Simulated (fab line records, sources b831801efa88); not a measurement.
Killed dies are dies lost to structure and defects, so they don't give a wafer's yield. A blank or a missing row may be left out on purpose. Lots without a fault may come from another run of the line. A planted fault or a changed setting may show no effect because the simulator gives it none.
Chamber matching | flow gf180mcu | GF_V4_CVD_02 on pecvd-02: 3 sister chambers
The step deposits SiO2 from TEOS, target thk 850 nm, time 94.851 s. 6 wafers are shown with their chamber, then 7 later ones without.

WAFERS WITH THEIR CHAMBER
wafer  | chamber | heater_power_w (W)
L082.1 | 0       | 629
L082.4 | 0       | 526
L082.5 | 1       | 540
L082.6 | 2       | 733
L086.1 | 1       | 540
L086.2 | 2       | 696

WAFERS WITHOUT THEIR CHAMBER
wafer  | heater_power_w (W)
L086.3 | 569
L094.1 | 639
L094.2 | 608
L094.3 | 633
L094.4 | 667
L094.5 | 680
L094.6 | 647

WHICH CHAMBER EACH WENT THROUGH
wafer  | from the rows above          | in truth
L086.3 | can't be placed: 0 or 1      | 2
L094.1 | can't be placed: 0 or 2 or 1 | 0
L094.2 | can't be placed: 0 or 1 or 2 | 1
L094.3 | can't be placed: 0 or 2 or 1 | 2
L094.4 | can't be placed: 2 or 0 or 1 | 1
L094.5 | can't be placed: 2 or 0      | 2
L094.6 | can't be placed: 2 or 0 or 1 | 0
Placed correctly: 0 of 7. Can't be placed from these rows: 7 (the true chamber is among the candidates in 6). Placed wrongly: 0.
How it was worked out, from the rows above alone: a wafer's distance from a chamber is the root of the sum, over the readings, of the square of ((its reading less the chamber's mean) divided by the reading's scatter). The wafer belongs to the nearest chamber; if the next one is less than 2 further off, it can't be placed. A chamber's mean is the mean of its shown wafers. The scatter: the root of (the sum of the squares of (reading less its chamber's mean) over the shown wafers, divided by (wafers less chambers)).
